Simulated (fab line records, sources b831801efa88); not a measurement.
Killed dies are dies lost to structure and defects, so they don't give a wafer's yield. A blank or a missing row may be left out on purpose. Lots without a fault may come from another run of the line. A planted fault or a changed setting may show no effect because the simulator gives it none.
Which tool did it? | flow gf180mcu | 13 lots, 39 wafers sampled, at 5 steps of a route of 602

WHAT THE GAUGES READ, wafer by wafer
GF_V3_THK_MEAS_25: measures by xrf. Usual: V3_W_THK 351 nm, standard deviation 4.3.
lot  | measured     | on            | V3_W_THK (nm) | flag
L652 | day 22 09:46 | film_metro-01 | 349 354 350   |
L655 | day 23 14:52 | film_metro-01 | 351 353 347   |
L656 | day 24 03:55 | film_metro-03 | 356 353 352   |
L661 | day 25 14:28 | film_metro-01 | 352 355 344   |
L662 | day 25 21:37 | film_metro-04 | 347 344 345   |
L663 | day 26 09:06 | film_metro-01 | 355 358 348   |
L665 | day 26 22:23 | film_metro-03 | 351 352 354   |
L666 | day 27 04:37 | film_metro-01 | 349 342 348   |
L667 | day 27 16:02 | film_metro-04 | 350 347 349   |
L668 | day 27 20:58 | film_metro-01 | 349 351 351   |
L669 | day 28 04:46 | film_metro-01 | 357 356 351   |
L671 | day 28 15:17 | film_metro-01 | 355 355 356   |
L674 | day 29 15:55 | film_metro-03 | 346 349 351   |

GF_M5_CD_MEAS_07: target cd 280 nm. Usual: cd_nm 279.6 nm, standard deviation 1.3.
lot  | measured     | on        | cd_nm (nm)        | flag
L652 | day 26 06:54 | cd_sem-02 | 279.6 279.8 279.8 |
L655 | day 27 09:04 | cd_sem-02 | 279.7 277.9 278.2 |
L656 | day 27 21:53 | cd_sem-02 | 279.3 279.1 279.4 |
L661 | day 29 02:32 | cd_sem-02 | 278.0 279.5 279.5 |
L662 | day 29 09:59 | cd_sem-02 | 281.9 281.9 281.2 |
L663 | day 29 20:19 | cd_sem-02 | 282.2 279.9 280.5 |
L665 | day 30 08:20 | cd_sem-01 | 279.8 278.9 278.3 |
L666 | day 30 12:29 | cd_sem-01 | 281.1 281.9 282.2 |
L667 | day 31 00:54 | cd_sem-02 | 278.6 279.4 280.3 |
L668 | day 31 03:35 | cd_sem-01 | 272.6 272.3 273.8 | OFF
L669 | day 31 09:53 | cd_sem-01 | 271.4 270.9 272.6 | OFF
L671 | day 31 21:08 | cd_sem-01 | 272.1 273.2 272.7 | OFF
L674 | day 32 16:59 | cd_sem-01 | 278.9 278.0 277.9 |

WHICH TOOL RAN EACH LOT (tool, then ch and the chambers of the sampled wafers, then the start)
lot  | GF_V4_ETCH_16                      | GF_V4_SPUTTER_21             | GF_M5_PEB_05
L652 | rie_diel-01 ch 2,3, day 24 09:10   | pvd_sputter-04, day 24 09:51 | litho_track-04 ch 0, day 26 06:34
L655 | rie_diel-01 ch 1,2, day 25 13:34   | pvd_sputter-02, day 25 14:14 | litho_track-03 ch 0, day 27 08:45
L656 | rie_diel-02 ch 0,3, day 26 02:15   | pvd_sputter-01, day 26 03:01 | litho_track-02 ch 0, day 27 21:34
L661 | rie_diel-01 ch 1,3, day 27 09:54   | pvd_sputter-02, day 27 10:34 | litho_track-04 ch 0, day 29 02:07
L662 | rie_diel-01 ch 1,2, day 27 16:27   | pvd_sputter-04, day 27 17:09 | litho_track-04 ch 0, day 29 09:39
L663 | rie_diel-04 ch 0,1,3, day 28 04:32 | pvd_sputter-01, day 28 05:12 | litho_track-03 ch 0, day 29 19:51
L665 | rie_diel-04 ch 1,2,3, day 28 16:49 | pvd_sputter-01, day 28 17:28 | litho_track-02 ch 0, day 30 07:59
L666 | rie_diel-01 ch 0,1,2, day 28 20:48 | pvd_sputter-02, day 28 21:28 | litho_track-02 ch 0, day 30 12:08
L667 | rie_diel-01 ch 0,1,2, day 29 09:35 | pvd_sputter-02, day 29 10:20 | litho_track-03 ch 0, day 31 00:33
L668 | rie_diel-04 ch 0,1, day 29 12:44   | pvd_sputter-01, day 29 13:44 | litho_track-02 ch 0, day 31 03:16
L669 | rie_diel-04 ch 0,1,3, day 29 20:18 | pvd_sputter-01, day 29 20:58 | litho_track-02 ch 0, day 31 09:34
L671 | rie_diel-01 ch 2,3, day 30 07:08   | pvd_sputter-01, day 30 07:49 | litho_track-02 ch 0, day 31 20:49
L674 | rie_diel-01 ch 0,1,2, day 31 05:36 | pvd_sputter-01, day 31 06:17 | litho_track-04 ch 0, day 32 16:38
- GF_V4_ETCH_16: etches BARC in N2/H2.
- GF_V4_SPUTTER_21: material Ti, target thk 15 nm, time 80.02 s.
- GF_M5_PEB_05: peb time 90 s.

WHAT THE TOOLS THEMSELVES READ (means of the sampled wafers that have a number; where no wafer has one, the mark that the record gives instead)
GF_V4_ETCH_16. Usual: drypump_motor_current_A 5.67 A, standard deviation 0.3; oes_product_au 0.854 a.u., standard deviation 0.0042; throttle_valve_pct 13.225 %, standard deviation 0.0089.
lot  | tool        | drypump_motor_current_A (A) | oes_product_au (a.u.) | throttle_valve_pct (%) | flag
L652 | rie_diel-01 | 5.62                        | 0.854                 | 13.226                 |
L655 | rie_diel-01 | 5.53                        | 0.854                 | 13.221                 |
L656 | rie_diel-02 | 6.18                        | 0.852                 | 13.232                 |
L661 | rie_diel-01 | 5.60                        | 0.855                 | 13.228                 |
L662 | rie_diel-01 | 5.54                        | 0.848                 | 13.224                 |
L663 | rie_diel-04 | 5.72                        | 0.855                 | 13.217                 |
L665 | rie_diel-04 | 5.75                        | 0.848                 | 13.225                 |
L666 | rie_diel-01 | 5.51                        | 0.859                 | 13.232                 |
L667 | rie_diel-01 | 5.50                        | 0.854                 | 13.220                 |
L668 | rie_diel-04 | 5.64                        | 0.855                 | 13.226                 |
L669 | rie_diel-04 | 5.72                        | 0.854                 | 13.229                 |
L671 | rie_diel-01 | 5.71                        | 0.854                 | 13.223                 |
L674 | rie_diel-01 | 5.52                        | 0.854                 | 13.223                 |

GF_V4_SPUTTER_21. Usual: chamber_pressure_pa 4.998 Pa, standard deviation 0.009; throttle_valve_pct 30.2 %, standard deviation 1.
lot  | tool           | chamber_pressure_pa (Pa) | throttle_valve_pct (%) | flag
L652 | pvd_sputter-04 | 5.009                    | 30.7                   |
L655 | pvd_sputter-02 | 4.995                    | 31.1                   |
L656 | pvd_sputter-01 | 4.995                    | 29.4                   |
L661 | pvd_sputter-02 | 4.989                    | 31.2                   |
L662 | pvd_sputter-04 | 4.993                    | 30.7                   |
L663 | pvd_sputter-01 | 5.002                    | 29.3                   |
L665 | pvd_sputter-01 | 4.999                    | 30.5                   |
L666 | pvd_sputter-02 | 4.998                    | 30.6                   |
L667 | pvd_sputter-02 | 5.000                    | 30.3                   |
L668 | pvd_sputter-01 | 5.005                    | 30.5                   |
L669 | pvd_sputter-01 | 4.995                    | 30.5                   |
L671 | pvd_sputter-01 | 4.996                    | 30.7                   |
L674 | pvd_sputter-01 | 5.002                    | 30.1                   |

THE ANSWER, worked out from the rows above alone
Rule: a lot is off if the mean of its wafers that have a number lies more than 3 standard deviations from the usual mean. A lot without any number at a reading at which 4 lots or more have one is off too. The other lots that the step has rows for count as sound. The gauges are gone through in route order, then the tools' own readings, and for those a lot's mean is taken as printed above. The first step at which some lot is off is used, and at that step the reading that is off furthest; a lot without a number counts as furthest.
Off: L668, L669, L671, at GF_M5_CD_MEAS_07 (cd_nm).
A tool fits if, at a process step before that reading, it ran every lot that is off, and no sound lot after the first of them. The gauges at GF_M5_CD_MEAS_07 are tried like those tools. One fits: litho_track-02 at GF_M5_PEB_05. Its last sound lot is L666 (day 30 12:08), its first lot that is off L668 (day 31 03:16): a fault that began between those two fits.

WHAT THE SIMULATOR HAD PUT IN
Process parameter drift: litho_track-02, from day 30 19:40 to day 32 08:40, at GF_M5_PEB_05. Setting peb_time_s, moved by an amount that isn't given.
Lots struck among those shown: L668, L669, L671. The rule above found the same.
